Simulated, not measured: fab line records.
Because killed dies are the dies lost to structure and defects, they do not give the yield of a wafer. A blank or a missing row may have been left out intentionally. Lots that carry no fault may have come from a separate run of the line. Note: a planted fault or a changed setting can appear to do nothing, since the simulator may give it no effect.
fab line records	flow sky130
record lots=11	wafers=33	last-day=51
route steps=708 shown LI_CONTACT@374 LOCAL_INTERCONNECT@400 CONTACT@407
lots with no fault: from the same line, run without faults
start-h: the number of hours between the record's first day and the start of the first shown wafer of the lot	wait-h: hours since the lot's step before	" repeats the value in the row above	L1.1+2: one row covering several wafers at once	- value missing, or start not given	* or withheld: withheld	< > ~ a bound
route shown NAME@n: names a module that has steps shown in the file, with the first one's number in the route	usual: the fault-free wafers' mean and standard deviation	same: alike in all rows	chamber/n: place in a boat	sites: the reading at each site	_std_site: how widely they spread, as a standard deviation	_edge_site: the outer-site mean with the inner-site mean subtracted	radius-mm: for every site, how far away it sits from the centre of the wafer	mask NAME#n: copy n	behind: the tool/chamber that last shaped the wafer	hold: what put the lot on hold/how long, in hours/how the hold closed	device: the transistor (n, p or np) that didn't switch	end of line: the tests these same wafers got at the end of their route	a step given without rows: its recipe and nothing more	killed: dies that structure and defects cost at the first sort, which is not the same as the wafer's yield	map: per-die view of a wafer (x killed, . not killed, _ where there is no die)
set.NAME: the setting that was run; set.NAME@STEP: the one run at that earlier step	model.NAME: the simulator's own value behind a step, which no gauge read
the route's steps for a sample of lots (tables are steps, rows are wafers)
services: from which hour (start-h, from the record's first day; less than 0 if before it) a tool's chamber was out of use, for how many hours, and why
## steps
# step SKY_LI_CONTACT_CD_MEAS_12
# recipe target-cd-nm=170
# usual cd-nm=169.8/1.9
lot.wafer	tool	chamber	start-h	wait-h	cd-nm
L554.1	cd-sem-02	-	708.00	-	168.9
L554.4	"	-	"	"	168.1
L554.6	"	-	"	"	168.0
L555.1	cd-sem-01	-	722.05	-	169.2
L555.2	"	-	"	"	168.6
L555.6	"	-	"	"	169.0
L556.1	cd-sem-02	-	732.05	-	167.2
L556.4	"	-	"	"	168.4
L556.6	"	-	"	"	167.5
L558.3	cd-sem-02	-	739.85	-	165.8
L558.5	"	-	"	"	166.3
L558.6	"	-	"	"	167.8
L559.3	cd-sem-02	-	756.34	-	169.3
L559.4	"	-	"	"	169.2
L559.6	"	-	"	"	169.9
L561.2	cd-sem-01	-	770.24	-	168.9
L561.3	"	-	"	"	170.8
L561.4	"	-	"	"	171.0
L562.2	cd-sem-02	-	774.54	-	168.6
L562.3	"	-	"	"	168.0
L562.6	"	-	"	"	168.2
L568.2	cd-sem-01	-	828.12	-	169.4
L568.4	"	-	"	"	170.1
L568.5	"	-	"	"	170.4
L569.1	cd-sem-01	-	831.90	-	171.6
L569.2	"	-	"	"	172.3
L569.5	"	-	"	"	172.5
L573.1	cd-sem-02	-	859.25	-	169.8
L573.4	"	-	"	"	168.1
L573.6	"	-	"	"	168.2
L575.2	cd-sem-02	-	863.97	-	172.8
L575.3	"	-	"	"	172.1
L575.6	"	-	"	"	174.1
# step SKY_LOCAL_INTERCONNECT_ETCH_13
# recipe chemistry=N2/H2	target=BARC	ion-energy-ev=200	bias-w=100	pressure-mtorr=30	n2-flow-sccm=100	h2-flow-sccm=200	icp-w=500	stop-on=SiO2	time-s=45.9	target-depth-a=600
# usual drypump-motor-current-A=5.9/0.67	n2-flow-sccm=100.0/0.32	oes-product-au=0.849/0.0049	throttle-valve-pct=13.223/0.0086
lot.wafer	tool	chamber	start-h	wait-h	drypump-motor-current-A	n2-flow-sccm	oes-product-au	rf-hours-counter-h	throttle-valve-pct
L554.1	rie-metal-03	0	738.39	0.0	4.9	100.0	0.853	8	13.233
L554.4	"	1	"	"	5.7	100.0	0.853	-	13.219
L554.6	"	0	"	"	4.9	100.0	0.848	-	13.223
L555.1	rie-metal-01	1	752.31	0.0	6.1	99.9	0.848	0	13.224
L555.2	"	0	"	"	6.7	100.0	0.846	2	13.215
L555.6	"	0	"	"	6.7	99.9	0.850	-	13.226
L556.1	rie-metal-01	0	761.91	0.0	6.7	99.3	0.851	2	13.217
L556.4	"	1	"	"	6.1	100.0	0.850	-	13.233
L556.6	"	1	"	"	6.1	100.2	0.856	-	13.212
L558.3	rie-metal-01	1	769.14	0.0	6.1	99.7	0.842	-	13.224
L558.5	"	0	"	"	6.7	100.0	0.853	-	13.215
L558.6	"	1	"	"	6.1	100.0	0.852	-	13.214
L559.3	rie-metal-01	0	784.73	0.0	6.7	99.9	0.850	-	13.247
L559.4	"	1	"	"	6.1	100.5	0.848	-	13.223
L559.6	"	0	"	"	6.7	99.6	0.844	-	13.217
L561.2	rie-metal-03	0	799.76	0.0	4.8	100.0	0.852	10	13.235
L561.3	"	0	"	"	4.8	99.9	0.833	-	13.229
L561.4	"	1	"	"	5.6	99.6	0.848	-	13.223
L562.2	rie-metal-01	0	803.81	0.0	6.7	99.5	0.849	4	13.226
L562.3	"	0	"	"	6.7	99.3	0.850	-	13.236
L562.6	"	0	"	"	6.7	99.6	0.842	-	13.221
L568.2	rie-metal-01	0	856.82	0.0	6.7	100.0	0.846	7	13.224
L568.4	"	1	"	"	6.1	100.6	0.854	-	13.206
L568.5	"	1	"	"	6.1	100.2	0.857	-	13.223
L569.1	rie-metal-03	1	860.36	0.0	5.6	100.3	0.846	0	13.219
L569.2	"	0	"	"	4.9	100.3	0.856	13	13.211
L569.5	"	1	"	"	5.6	100.4	0.846	-	13.208
L573.1	rie-metal-04	1	888.16	0.0	6.4	100.1	0.859	7	13.223
L573.4	"	0	"	"	5.0	100.1	0.849	-	13.219
L573.6	"	1	"	"	6.4	99.6	0.850	-	13.237
L575.2	rie-metal-03	1	892.28	0.0	5.6	99.9	0.853	-	13.227
L575.3	"	1	"	"	5.6	100.1	0.845	-	13.220
L575.6	"	1	"	"	5.7	100.5	0.844	-	13.244
# step SKY_LOCAL_INTERCONNECT_STRIP_15
# recipe chemistry=O2/N2	power-w=1400	pressure-mtorr=1500	platen-temp-c=withheld	o2-flow-sccm=3000	n2-flow-sccm=300	overash-fraction=0.5
# usual drypump-motor-current-A=5.8/0.32	n2-flow-sccm=299.8/0.91	o2-flow-sccm=3002/9.1	oes-product-au=0.426/0.0042	strip-time-to-endpoint-s=4.711/0.018
lot.wafer	tool	chamber	start-h	wait-h	drypump-motor-current-A	n2-flow-sccm	o2-flow-sccm	oes-product-au	rf-hours-counter-h	strip-time-to-endpoint-s
L554.1	plasma-asher-02	0	738.54	0.0	5.7	300.2	3009	0.425	94	4.695
L554.4	"	1	"	"	6.1	299.8	3006	0.429	-	4.727
L554.6	"	0	"	"	5.7	300.9	3003	0.428	-	4.697
L555.1	plasma-asher-02	1	752.42	0.0	6.1	302.7	2995	0.427	96	4.702
L555.2	"	0	"	"	5.6	299.6	3010	0.422	96	4.713
L555.6	"	1	"	"	6.1	301.0	2999	0.431	-	4.698
L556.1	plasma-asher-02	0	762.02	0.0	5.6	298.3	2996	0.436	97	4.750
L556.4	"	0	"	"	5.6	299.1	3004	0.427	-	4.733
L556.6	"	1	"	"	6.1	300.1	2996	0.422	-	4.719
L558.3	plasma-asher-04	1	769.27	0.1	6.3	300.5	3004	0.423	-	4.737
L558.5	"	1	"	"	6.2	298.9	2999	0.422	-	4.701
L558.6	"	0	"	"	5.6	298.3	3011	0.426	-	4.714
L559.3	plasma-asher-01	1	784.85	0.1	5.8	298.3	3005	0.424	-	4.712
L559.4	"	0	"	"	5.2	300.3	3004	0.428	-	4.713
L559.6	"	0	"	"	5.2	299.6	3002	0.427	-	4.716
L561.2	plasma-asher-02	0	799.87	0.0	5.6	299.2	2995	0.428	101	4.722
L561.3	"	0	"	"	5.6	298.8	3009	0.420	-	4.701
L561.4	"	1	"	"	6.1	299.4	3011	0.435	-	4.714
L562.2	plasma-asher-02	0	803.92	0.0	5.6	298.0	2992	0.427	102	4.716
L562.3	"	1	"	"	6.1	299.8	3001	0.422	-	4.719
L562.6	"	1	"	"	6.1	299.3	3001	0.429	-	4.730
L568.2	plasma-asher-02	0	856.94	0.0	5.6	300.1	3019	0.424	108	4.717
L568.4	"	0	"	"	5.6	300.9	3006	0.421	-	4.476
L568.5	"	1	"	"	6.1	298.7	2992	0.418	-	4.472
L569.1	plasma-asher-02	1	860.47	0.0	6.1	299.5	3005	0.420	108	4.675
L569.2	"	0	"	"	5.6	299.4	2989	0.420	108	4.671
L569.5	"	1	"	"	6.1	299.1	2999	0.428	-	4.688
L573.1	plasma-asher-02	0	888.27	0.0	5.6	301.9	3006	0.433	111	4.715
L573.4	"	1	"	"	6.1	299.1	3019	0.434	-	4.733
L573.6	"	1	"	"	6.1	300.4	2995	0.420	-	4.696
L575.2	plasma-asher-04	1	892.49	0.1	6.3	301.3	2991	0.422	15	4.687
L575.3	"	0	"	"	5.6	299.4	3010	0.427	-	4.704
L575.6	"	1	"	"	6.2	300.2	2998	0.425	-	4.674
# step SKY_CONTACT_THK_MEAS_01
# recipe reads=Si3N4_of_CONTACT_CVD_00
# usual CONTACT_CVD_00_THK=74.9/0.91
lot.wafer	tool	chamber	start-h	wait-h	CONTACT_CVD_00_THK[nm]
L554.1	film-metro-04	-	739.22	-	74.4
L554.4	"	-	"	"	74.8
L554.6	"	-	"	"	75.8
L555.1	film-metro-04	-	753.08	-	74.4
L555.2	"	-	"	"	74.3
L555.6	"	-	"	"	75.9
L556.1	film-metro-03	-	762.65	-	72.8
L556.4	"	-	"	"	74.7
L556.6	"	-	"	"	74.0
L558.3	film-metro-03	-	769.93	-	74.4
L558.5	"	-	"	"	74.8
L558.6	"	-	"	"	74.4
L559.3	film-metro-02	-	785.51	-	74.6
L559.4	"	-	"	"	74.9
L559.6	"	-	"	"	74.5
L561.2	film-metro-03	-	800.59	-	74.5
L561.3	"	-	"	"	74.5
L561.4	"	-	"	"	75.6
L562.2	film-metro-02	-	804.91	-	74.8
L562.3	"	-	"	"	75.7
L562.6	"	-	"	"	77.0
L568.2	film-metro-04	-	857.58	-	74.0
L568.4	"	-	"	"	74.6
L568.5	"	-	"	"	75.6
L569.1	film-metro-02	-	861.14	-	74.8
L569.2	"	-	"	"	75.0
L569.5	"	-	"	"	76.3
L573.1	film-metro-03	-	888.93	-	74.7
L573.4	"	-	"	"	75.9
L573.6	"	-	"	"	75.5
L575.2	film-metro-03	-	893.13	-	73.7
L575.3	"	-	"	"	73.3
L575.6	"	-	"	"	75.1
# step SKY_CONTACT_BOW_MEAS_05
# recipe mode=bow
# usual CONTACT_BOW=83/7.5
lot.wafer	tool	chamber	start-h	wait-h	CONTACT_BOW[um]
L554.1	film-metro-03	-	739.71	0.1	85
L554.4	"	-	"	"	87
L554.6	"	-	"	"	83
L555.1	film-metro-02	-	753.57	0.2	81
L555.2	"	-	"	"	71
L555.6	"	-	"	"	81
L556.1	film-metro-03	-	763.38	0.1	79
L556.4	"	-	"	"	77
L556.6	"	-	"	"	80
L558.3	film-metro-04	-	770.44	0.2	83
L558.5	"	-	"	"	80
L558.6	"	-	"	"	91
L559.3	film-metro-04	-	786.02	0.3	81
L559.4	"	-	"	"	81
L559.6	"	-	"	"	80
L561.2	film-metro-02	-	801.09	0.1	77
L561.3	"	-	"	"	85
L561.4	"	-	"	"	80
L562.2	film-metro-02	-	805.41	0.2	90
L562.3	"	-	"	"	77
L562.6	"	-	"	"	87
L568.2	film-metro-02	-	858.08	0.2	88
L568.4	"	-	"	"	80
L568.5	"	-	"	"	86
L569.1	film-metro-03	-	861.63	0.2	76
L569.2	"	-	"	"	75
L569.5	"	-	"	"	80
L573.1	film-metro-03	-	889.42	0.1	86
L573.4	"	-	"	"	92
L573.6	"	-	"	"	81
L575.2	film-metro-03	-	893.63	0.3	89
L575.3	"	-	"	"	84
L575.6	"	-	"	"	84
## services
tool	chamber	start-h	hours	kind
rie-metal-04	1	718.48	-	clean
rie-metal-04	1	718.48	13.1	scheduled-down
rie-metal-04	1	718.48	13.1	vent-cycle
rie-metal-01	1	728.52	-	clean
rie-metal-01	1	728.52	15.3	scheduled-down
rie-metal-01	1	728.52	15.3	vent-cycle
plasma-asher-04	-	733.75	9.0	pm
plasma-asher-04	0	733.75	9.0	vent-cycle
plasma-asher-04	1	733.75	9.0	vent-cycle
rie-metal-01	0	735.64	3.2	repair
plasma-asher-04	0	742.75	-	clean
plasma-asher-04	1	742.75	-	clean
plasma-asher-01	-	753.08	14.6	pm
plasma-asher-04	-	762.01	3.9	repair
rie-metal-01	-	814.43	1.4	pm
rie-metal-03	1	819.81	-	clean
rie-metal-03	1	819.81	21.0	scheduled-down
rie-metal-03	1	819.81	21.0	vent-cycle
rie-metal-04	-	822.74	0.7	repair
plasma-asher-04	-	839.71	0.7	repair
rie-metal-04	0	841.09	5.7	repair
plasma-asher-01	-	843.05	21.4	repair
plasma-asher-02	-	864.67	2.8	pm
rie-metal-03	0	875.33	21.9	repair
## key
first-sign step=SKY_LOCAL_INTERCONNECT_STRIP_15	reading=strip-time-to-endpoint-s	direction=down	sigmas=13	usual=*	struck=*
effect none on later readings
met-at SKY_LOCAL_INTERCONNECT_ETCH_13
struck-lots L568
struck-wafers L568.4,L568.5
tester-left-out L568
not-acting-at SKY_LI_CONTACT_CD_MEAS_12,SKY_CONTACT_THK_MEAS_01,SKY_CONTACT_BOW_MEAS_05
onset-between 784.73 856.82
fault kind=process-parameter-drift	tool=rie-metal-01	chamber=1	onset-h=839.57	steps=SKY_LOCAL_INTERCONNECT_ETCH_13	channel=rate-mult	offset=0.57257	shape=step	end-h=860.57
# tester-left-out: of these lots the tester's yield and bins aren't shown, on N5 and GAA mostly nor the transistor test; their killed dies are dies lost to structure and defects alone, not to doping, threshold or leakage, so they don't give the yield
